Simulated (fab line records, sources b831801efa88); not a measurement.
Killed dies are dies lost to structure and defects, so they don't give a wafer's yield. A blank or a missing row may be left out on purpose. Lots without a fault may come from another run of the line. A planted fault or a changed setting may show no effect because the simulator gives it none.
Chamber matching | flow gf180mcu | GF_POLY_GATE_ETCH_13 on rie_si-02: 4 sister chambers
The step etches poly-Si in HBr/Cl2, stops on SiO2, target depth 198.5 nm, time 69.6 s. 8 wafers are shown with their chamber, then 7 later ones without.

WAFERS WITH THEIR CHAMBER
wafer  | chamber | oes_product_au (a.u.) | throttle_valve_pct (%)
L953.4 | 0       | 0.993                 | 33.671
L955.2 | 2       | 0.980                 | 33.666
L958.3 | 2       | 0.972                 | 33.680
L961.1 | 1       | 0.983                 | 33.693
L961.3 | 3       | 0.991                 | 33.677
L961.6 | 3       | 0.988                 | 33.696
L965.2 | 1       | 0.990                 | 33.688
L965.3 | 0       | 0.989                 | 33.691

WAFERS WITHOUT THEIR CHAMBER
wafer  | oes_product_au (a.u.) | throttle_valve_pct (%)
L965.6 | 0.996                 | 33.686
L968.3 | 0.986                 | 33.678
L968.5 | 0.973                 | 33.671
L968.6 | 0.979                 | 33.681
L975.2 | 0.982                 | 33.676
L975.5 | 0.980                 | 33.703
L975.6 | 0.989                 | 33.692

WHICH CHAMBER EACH WENT THROUGH
wafer  | from the rows above               | in truth
L965.6 | can't be placed: 0 or 3 or 1      | 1
L968.3 | can't be placed: 1 or 3 or 0 or 2 | 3
L968.5 | 2                                 | 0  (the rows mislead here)
L968.6 | can't be placed: 2 or 1 or 3 or 0 | 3
L975.2 | can't be placed: 2 or 1 or 3 or 0 | 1
L975.5 | can't be placed: 1 or 3 or 2 or 0 | 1
L975.6 | can't be placed: 3 or 1 or 0      | 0
Placed correctly: 0 of 7. Can't be placed from these rows: 6 (the true chamber is among the candidates in 6). Placed wrongly: 1.
How it was worked out, from the rows above alone: a wafer's distance from a chamber is the root of the sum, over the readings, of the square of ((its reading less the chamber's mean) divided by the reading's scatter). The wafer belongs to the nearest chamber; if the next one is less than 2 further off, it can't be placed. A chamber's mean is the mean of its shown wafers. The scatter: the root of (the sum of the squares of (reading less its chamber's mean) over the shown wafers, divided by (wafers less chambers)).
